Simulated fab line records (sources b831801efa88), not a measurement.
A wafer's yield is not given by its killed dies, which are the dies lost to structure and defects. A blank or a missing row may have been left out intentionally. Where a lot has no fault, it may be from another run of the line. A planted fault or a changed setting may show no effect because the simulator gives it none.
fab line records | flow sky130
record: lots: 15 wafers: 45 lastDay: 50
route steps=708 shown POLY_GATE@204
lots untouched by any fault: they come from a run of this same line in which no faults occurred
startH: hours from the record's first day to the start of the lot's first wafer shown | waitH: time in hours since the lot's previous step | " identical to the entry in the row above | L1.1+2: several wafers, shown together as one row | - value missing, or start not given | * or withheld: withheld | < > ~ a bound
route shown NAME@n: a module of which the file shows steps, and the number in the route of the first | usual: mean/standard deviation taken from wafers without a fault | same: alike in all rows | chamber/n: place in a boat | sites: each site's reading | _std_site: standard deviation across them | _edge_site: outer sites' mean less inner sites' | radiusMm: how far each site lies from the wafer's centre | mask NAME#n: copy n | behind: the last tool/chamber to shape the wafer | hold: cause of the lot's hold/its duration in hours/its outcome | device: whichever transistor did not switch (one of n, p or np) | end of line: the route-end tests of the same wafers | for a step that has no rows: nothing shown but its recipe | killed: not the wafer's yield, but the dies lost to structure and defects at the first sort | map: a wafer's dies, marking killed ones x, the rest . and places with no die _
set.NAME: the setting that was run; set.NAME@STEP: the one run at that earlier step | model.NAME: the simulator's own value behind a step, which no gauge read
steps of the route over a sample of lots; a table a step, a row a wafer
services: from which hour (startH, from the record's first day; less than 0 if before it) a tool's chamber was out of use, for how many hours, and why
== steps ==
step: SKY_POLY_GATE_CVD_00
recipe: material: poly-Si targetThkNm: 180 tempC: 620 timeS: 720 pressureMtorr: 200
usual: pressureMtorr: 199.9/0.37 zonePowerBottomPct: 12.1/0.82 zonePowerCentrePct: 9.7/0.66
columns lot.wafer tool chamber startH waitH pressureMtorr zonePowerBottomPct zonePowerCentrePct
L931.1 lpcvd-01 1 305.63 0.0 200.3 12.9 10.4
L931.2 " 1 " " 199.6 12.8 10.3
L931.6 " 1 " " 199.8 12.7 10.4
L933.1 lpcvd-01 0 328.43 0.0 200.3 11.2 9.0
L933.5 " 0 " " 200.1 11.0 8.9
L933.6 " 0 " " 199.9 11.2 9.0
L934.1 lpcvd-01 1 330.76 0.0 200.0 12.8 10.3
L934.3 " 1 " " 199.9 12.8 10.2
L934.5 " 1 " " 199.8 13.2 10.2
L936.2 lpcvd-01 0 347.27 0.0 199.7 11.4 9.0
L936.4 " 0 " " 199.8 11.2 9.1
L936.6 " 0 " " 199.7 11.1 9.0
L937.1 lpcvd-01 1 358.10 0.0 199.7 12.7 10.4
L937.2 " 1 " " 199.8 12.9 10.5
L937.4 " 1 " " 199.7 12.7 10.3
L938.4 lpcvd-01 1 363.34 0.0 199.9 13.0 10.3
L938.5 " 1 " " 199.9 13.0 10.3
L938.6 " 1 " " 199.5 12.9 10.3
L939.1 lpcvd-01 0 370.08 0.0 199.8 11.2 8.9
L939.2 " 0 " " 199.4 11.1 8.9
L939.3 " 0 " " 199.3 11.4 9.0
L940.1 lpcvd-01 0 387.24 0.0 199.9 11.3 8.9
L940.2 " 0 " " 200.9 11.4 9.0
L940.3 " 0 " " 200.8 11.0 9.0
L941.1 lpcvd-01 0 392.93 0.0 199.8 11.4 9.1
L941.2 " 0 " " 199.9 11.2 8.9
L941.5 " 0 " " 200.0 11.3 9.2
L942.1 lpcvd-01 1 405.31 0.0 199.5 12.9 10.5
L942.2 " 1 " " 199.9 12.9 10.2
L942.4 " 1 " " 200.0 12.6 10.3
L943.1 lpcvd-01 0 413.95 0.0 199.7 11.2 9.1
L943.3 " 0 " " 199.4 11.3 8.9
L943.4 " 0 " " 199.9 11.1 9.0
L944.2 lpcvd-01 1 418.98 0.0 240.1 13.2 10.4
L944.3 " 1 " " 239.4 12.9 10.4
L944.6 " 1 " " 240.2 13.0 10.4
L945.2 lpcvd-01 1 420.18 1.0 240.2 12.7 10.2
L945.3 " 1 " " 240.6 12.8 10.1
L945.6 " 1 " " 240.1 12.8 10.3
L946.1 lpcvd-01 1 433.22 0.0 240.6 12.9 10.4
L946.3 " 1 " " 239.6 12.8 10.4
L946.5 " 1 " " 239.8 12.6 10.3
L950.1 lpcvd-01 0 500.98 0.9 199.8 11.2 8.9
L950.2 " 0 " " 199.4 11.4 9.0
L950.4 " 0 " " 199.7 11.1 9.0
step: SKY_POLY_GATE_THK_MEAS_01
recipe: reads: poly-Si_of_POLY_GATE_CVD_00
usual: POLY_GATE_CVD_00_THK: 178.8/1.5
columns lot.wafer tool chamber startH waitH POLY_GATE_CVD_00_THK[nm]
L931.1 filmMetro-02 - 306.83 0.0 177.8
L931.2 " - " " 177.3
L931.6 " - " " 178.1
L933.1 filmMetro-01 - 330.23 0.0 180.2
L933.5 " - " " 179.1
L933.6 " - " " 179.5
L934.1 filmMetro-02 - 332.56 0.0 175.4
L934.3 " - " " 176.2
L934.5 " - " " 175.5
L936.2 filmMetro-01 - 348.48 0.0 179.7
L936.4 " - " " 178.1
L936.6 " - " " 179.3
L937.1 filmMetro-03 - 359.30 0.0 179.2
L937.2 " - " " 177.8
L937.4 " - " " 178.8
L938.4 filmMetro-03 - 364.57 0.0 176.6
L938.5 " - " " 177.8
L938.6 " - " " 176.6
L939.1 filmMetro-03 - 371.28 0.0 177.9
L939.2 " - " " 178.1
L939.3 " - " " 177.9
L940.1 filmMetro-01 - 388.44 0.0 179.2
L940.2 " - " " 179.3
L940.3 " - " " 179.2
L941.1 filmMetro-01 - 394.13 0.0 178.2
L941.2 " - " " 175.7
L941.5 " - " " 176.2
L942.1 filmMetro-01 - 406.51 0.0 177.0
L942.2 " - " " 178.4
L942.4 " - " " 176.7
L943.1 filmMetro-03 - 415.15 0.0 179.0
L943.3 " - " " 180.4
L943.4 " - " " 179.9
L944.2 filmMetro-02 - 420.19 0.0 196.7
L944.3 " - " " 197.2
L944.6 " - " " 197.8
L945.2 filmMetro-03 - 421.39 0.0 196.6
L945.3 " - " " 196.9
L945.6 " - " " 197.2
L946.1 filmMetro-03 - 434.42 0.0 194.1
L946.3 " - " " 194.1
L946.5 " - " " 194.1
L950.1 filmMetro-03 - 502.18 0.0 178.2
L950.2 " - " " 179.9
L950.4 " - " " 178.4
== services ==
columns tool chamber startH hours kind
lpcvd-01 - 452.92 1.0 repair
== key ==
firstSign: step: SKY_POLY_GATE_CVD_00 reading: pressureMtorr direction: up sigmas: 99+ usual: 199.9 struck: 240.1
effect: step: SKY_POLY_GATE_THK_MEAS_01 reading: POLY_GATE_CVD_00_THK direction: up sigmas: 12 usual: 178.8 struck: 196.1
metAt SKY_POLY_GATE_CVD_00
struckLots L944,L945,L946
struckWafers L944.2,L944.3,L944.6,L945.2,L945.3,L945.6,L946.1,L946.3,L946.5
laterRowsLeftOut L944.2,L944.6,L945.3,L945.6
sortLeftOut L944.2,L944.3,L944.6,L945.2,L945.3,L945.6,L946.1,L946.3,L946.5
testerLeftOut L944,L945,L946
fault: kind: processParameterDrift tool: lpcvd-01 chamber: 1 onsetH: 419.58 steps: SKY_POLY_GATE_CVD_00 channel: pressureMtorr offset: 40 shape: step endH: 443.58 stated: 200
testerLeftOut: of these lots the tester's yield and bins aren't shown, on N5 and GAA mostly nor the transistor test; their killed dies are dies lost to structure and defects alone, not to doping, threshold or leakage, so they don't give the yield
sortLeftOut: the simulated sort isn't trusted on such a fault, so these wafers' sort isn't shown, and their yield isn't known
laterRowsLeftOut: the simulator's readings of these wafers behind a module that went badly wrong aren't trusted and aren't shown, but for the sort
